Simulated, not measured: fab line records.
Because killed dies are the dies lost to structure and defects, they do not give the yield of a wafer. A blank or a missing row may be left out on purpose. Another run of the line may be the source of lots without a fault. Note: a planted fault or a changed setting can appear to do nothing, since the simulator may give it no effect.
Which tool is to blame?	flow sky130	27 wafers from 9 lots sampled at 5 of the route's 708 steps

== WHAT EACH GAUGE READ, for each wafer ==
SKY_VT_ADJUST_LVTN_TW_MEAS_10.
lot	measured	on	VT_ADJUST_LVTN_TW
L413	day 7 00:33	film metro-02	243.0 241.7 242.7
L414	day 7 01:49	film metro-02	240.8 241.0 242.5
L415	day 7 07:11	film metro-04	239.7 239.2 240.4
L416	day 7 20:04	film metro-03	240.4 240.5 241.9
L417	day 8 01:19	film metro-03	243.1 242.1 243.6
L420	day 8 20:43	film metro-03	241.9 242.7 243.1
L422	day 9 07:53	film metro-04	242.4 242.6 242.4
L425	day 10 05:28	film metro-02	375.7 375.0 374.4
L426	day 10 11:31	film metro-04	374.1 373.2 373.7

SKY_SONOS_TUNNEL_TW_MEAS_12.
lot	measured	on	SONOS_TUNNEL_TW
L413	day 11 12:25	film metro-04	195.9 196.3 196.1
L414	day 11 13:25	film metro-04	198.1 197.4 196.4
L415	day 11 21:08	film metro-04	196.4 196.3 196.1
L416	day 12 11:37	film metro-02	198.3 197.5 198.6
L417	day 12 19:48	film metro-04	196.6 196.4 196.5
L420	day 13 17:17	film metro-03	197.1 198.9 197.4
L422	day 14 06:28	film metro-03	197.4 197.4 196.8
L425	day 15 07:27	film metro-02	198.7 199.8 198.6
L426	day 15 14:04	film metro-03	198.1 198.9 197.0

SKY_POLY_CUT_OVL_MEAS_09.
lot	measured	on	POLY_CUT_OVL (nm)
L413	day 24 02:28	overlay-02	-5 4 -1
L414	day 24 08:48	overlay-01	-1 9 7
L415	day 24 20:40	overlay-01	1 0 6
L416	day 25 14:57	overlay-02	5 1 11
L417	day 25 23:57	overlay-01	4 3 -1
L420	day 27 00:50	overlay-02	2 4 2
L422	day 27 11:31	overlay-02	-11 -11 -16
L425	day 28 11:39	overlay-01	0 0 1
L426	day 28 20:03	overlay-02	-8 -5 1

SKY_SD_P_OVL_MEAS_08.
lot	measured	on	SD_P_OVL (nm)
L413	day 25 08:35	overlay-01	-1.6 -2.0 -1.9
L414	day 25 14:47	overlay-01	-1.3 0.0 0.7
L415	day 26 02:37	overlay-02	0.9 0.0 0.7
L416	day 26 20:27	overlay-01	0.0 0.0 -2.1
L417	day 27 05:05	overlay-02	0.1 0.4 -0.5
L420	day 28 04:57	overlay-02	-1.7 -0.4 0.1
L422	day 28 16:21	overlay-01	0.7 0.0 -0.3
L425	day 29 16:14	overlay-01	-0.8 1.8 -0.1
L426	day 29 23:51	overlay-02	0.0 0.4 2.8

== WHAT TOOL EACH LOT RAN ON (gives the tool, then ch and the chambers of the sampled wafers, and finally the start) ==
lot	SKY_VT_ADJUST_LVTN_IMPLANT_08
L413	implanter-03 ch 0, day 7 00:18
L414	implanter-03 ch 0, day 7 01:35
L415	implanter-01 ch 0, day 7 06:58
L416	implanter-03 ch 0, day 7 19:50
L417	implanter-04 ch 0, day 8 01:04
L420	implanter-01 ch 0, day 8 20:28
L422	implanter-03 ch 0, day 9 07:41
L425	implanter-04 ch 0, day 10 05:13
L426	implanter-01 ch 0, day 10 11:17
- SKY_VT_ADJUST_LVTN_IMPLANT_08

== WHAT THE TOOLS THEMSELVES READ (means of the sampled wafers that have a number; where no wafer has one, the mark that the record gives instead) ==
SKY_VT_ADJUST_LVTN_IMPLANT_08.
lot	tool	end station pressure torr (Torr)
L413	implanter-03	4.83e-06
L414	implanter-03	4.90e-06
L415	implanter-01	4.97e-06
L416	implanter-03	5.00e-06
L417	implanter-04	4.74e-06
L420	implanter-01	4.72e-06
L422	implanter-03	4.93e-06
L425	implanter-04	4.74e-06
L426	implanter-01	5.01e-06

== THE ANSWER, worked out from the rows above alone ==
Rule: what is usual is taken from the lots themselves. Put in order of their means at a reading, lots are off if they are a third of the lots or fewer, leave a main group of 4 or more, and stand apart from it by a gap of 3 or more times the standard deviation of the main group's means; of several such gaps the widest counts. If all means in a main group match to the digits the tables above print for the reading, that group is not used. A lot without any number at a reading at which 4 lots or more have one is off too. Any other lot the step has rows for is counted as sound. The gauges are gone through in route order, then the tools' own readings, and for those a lot's mean is taken as printed above. At the first step where some lot is off, the reading lying furthest off is the one used; lots without a number count as furthest.
Off: L425, L426, seen at SKY_VT_ADJUST_LVTN_TW_MEAS_10 (VT_ADJUST_LVTN_TW). The main group has a mean of 241.8 with a standard deviation of 1.1.
If a tool, at a process step before that reading, ran all the lots that are off and no sound lot after the first of them, it fits. Gauges at SKY_VT_ADJUST_LVTN_TW_MEAS_10: tried the same way as those tools. Not one of the candidates tried fits.

== WHAT WAS PUT IN BY THE SIMULATOR ==
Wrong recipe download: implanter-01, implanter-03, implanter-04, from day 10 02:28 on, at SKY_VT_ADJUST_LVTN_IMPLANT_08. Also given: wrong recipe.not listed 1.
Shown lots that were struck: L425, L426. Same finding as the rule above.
